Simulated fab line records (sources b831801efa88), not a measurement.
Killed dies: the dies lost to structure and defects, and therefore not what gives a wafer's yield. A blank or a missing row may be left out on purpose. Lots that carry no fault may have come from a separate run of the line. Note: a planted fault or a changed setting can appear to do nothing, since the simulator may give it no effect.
Matching of chambers    flow sky130    SKY_VIA2_CMP_02 on cmp-02: 4 sister chambers
The step polishes SiO2. 8 wafers are shown with their chamber, then 12 later ones without.

WAFERS WITH THEIR CHAMBER
wafer   chamber  motor_current_A (A)  edge_zone_pressure_frac
L080.1  2        11.8                 1.006
L082.6  1        11.6                 1.006
L083.4  2        12.4                 1.001
L084.5  0        13.2                 0.998
L084.6  3        12.8                 0.994
L087.1  0        13.0                 1.006
L087.3  3        12.0                 0.999
L087.4  1        12.0                 0.995

WAFERS MISSING THEIR CHAMBER
wafer   motor_current_A (A)  edge_zone_pressure_frac
L090.1  12.7                 0.991
L090.4  12.1                 1.000
L090.6  13.2                 0.997
L093.3  11.6                 1.002
L093.4  13.0                 0.995
L093.5  12.7                 1.004
L096.2  12.5                 1.009
L096.4  11.7                 1.003
L096.6  12.4                 0.995
L097.4  12.7                 0.996
L097.5  12.5                 1.003
L097.6  13.6                 1.009

WHICH CHAMBER EACH ONE RAN IN
wafer    from the rows above                 in truth
L090.1   can't be placed: 3 or 0 or 2 or 1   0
L090.4   can't be placed: 2 or 1 or 3 or 0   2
L090.6   can't be placed: 0 or 3             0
L093.3   can't be placed: 1 or 2 or 3        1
L093.4   can't be placed: 0 or 3 or 2 or 1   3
L093.5   can't be placed: 0 or 2 or 3 or 1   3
L096.2   can't be placed: 2 or 0 or 3 or 1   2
L096.4   can't be placed: 1 or 2 or 3        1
L096.6   can't be placed: 3 or 2 or 1 or 0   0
L097.4   can't be placed: 3 or 0 or 2 or 1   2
L097.5   can't be placed: 2 or 3 or 0 or 1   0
L097.6   0                                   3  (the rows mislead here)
Correctly placed: 0 of 12. Can't be placed from these rows: 11 (the true chamber is among the candidates in 11). Wrongly placed: 1.
How it was worked out, from the rows above alone: a wafer's distance from a chamber is the root of the sum, over the readings, of the square of ((its reading less the chamber's mean) divided by the reading's scatter). The wafer belongs to the nearest chamber; if the next one is less than 2 further off, it can't be placed. The mean given for a chamber averages the wafers shown for that chamber. The scatter is the square root of a quotient: the sum, over the shown wafers, of each reading's squared deviation from its chamber's mean, divided by wafers minus chambers.
